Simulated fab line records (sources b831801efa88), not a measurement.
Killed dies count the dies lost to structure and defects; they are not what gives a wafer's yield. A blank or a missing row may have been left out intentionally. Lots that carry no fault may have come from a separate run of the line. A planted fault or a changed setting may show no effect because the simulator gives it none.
A struck lot beside a sound one -- flow gf180mcu -- 14 out of 602 route steps
Sound: these wafers, L333.1, L333.3, L333.4. Struck: wafers L321.1, L321.3, L321.5. At the end, the cause is stated.
For every step that has rows: the tool of each side, followed by ch and its chambers, followed by its first start. Under that, the readings that differ: sound wafers -- struck wafers -- difference of the means -- sigmas: that difference in standard deviations of wafers without a fault.
alike: same words and numbers on both sides, and readings whose means sit less than 2 such deviations apart. not compared: any withheld reading, any reading some wafer has no value for, any bound like >300 that may hide the same value, and any number with overlapping values for which the record gives no deviation.
A row with sigmas, a row that says differs or no value, or rows on one side alone: a step with any of these is where the two part. Numbers that don't overlap but have no deviation are shown without sigmas and don't part them. A reading that every wafer of one side lacks parts them only if that side has two wafers or more.

first, 4 steps without rows for these wafers: GF_VT_IMPLANT_SOFTBAKE_03 (time 60 s); GF_VT_IMPLANT_EXPOSE_04 (exposes mask LVPWELL LV AREA, target cd 600 nm); GF_VT_IMPLANT_PEB_05; GF_VT_IMPLANT_DEVELOP_06 (develop time 60 s).
GF_VT_IMPLANT_OVL_MEAS_07:
  sound on overlay-02, day 11 03:51; struck on overlay-01, day 8 01:12
  alike: VT_IMPLANT_OVL
next, for these wafers, 1 step has no rows: GF_VT_IMPLANT_IMPLANT_08.
GF_VT_IMPLANT_STRIP_09: strips in O2/N2.
  sound on plasma asher-04 ch 0,1, day 11 04:02; struck on plasma asher-04 ch 0,1, day 8 01:23
  alike: drypump motor current A, heater power w, oes product au, strip time to endpoint s
  not compared: rf hours counter h
GF_VT_IMPLANT_TW_MEAS_10:
  sound on film metro-01, day 11 04:08; struck on film metro-01, day 8 01:29
  alike: VT_IMPLANT_TW
then, 4 steps without rows for these wafers: GF_VT_IMPLANT_DEHYDRATE_11 (time 60 s); GF_VT_IMPLANT_HMDS_12 (prime time 60 s); GF_VT_IMPLANT_COAT_13 (resist thk 1000 nm); GF_VT_IMPLANT_SOFTBAKE_14 (time 60 s).
GF_VT_IMPLANT_EXPOSE_15: exposes mask Nwell LV AREA, target cd 860 nm.
  struck on iline stepper-02, day 8 09:03; sound on iline stepper-01 ch 0, day 11 13:37
  no value came back on the struck wafers for exposure dose mJ cm2, focus offset nm (nm); on the sound wafers exposure dose mJ cm2 reads 140.34 140.32 140.22
reading,sound,struck,difference,sigmas
model.VT_IMPLANT.overlay y nm (nm),-1.789 -1.789 -1.789,1.395 1.395 1.395,+3.184,
  alike: mask
next, for these wafers, 1 step has no rows: GF_VT_IMPLANT_PEB_16.

== WHERE THEY PART ==
GF_VT_IMPLANT_EXPOSE_15 only, going by this record.

WHY: what had been put in by the simulator
Step skipped in full: iline stepper-02, at GF_VT_IMPLANT_EXPOSE_15, from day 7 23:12 onward. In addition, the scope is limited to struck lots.
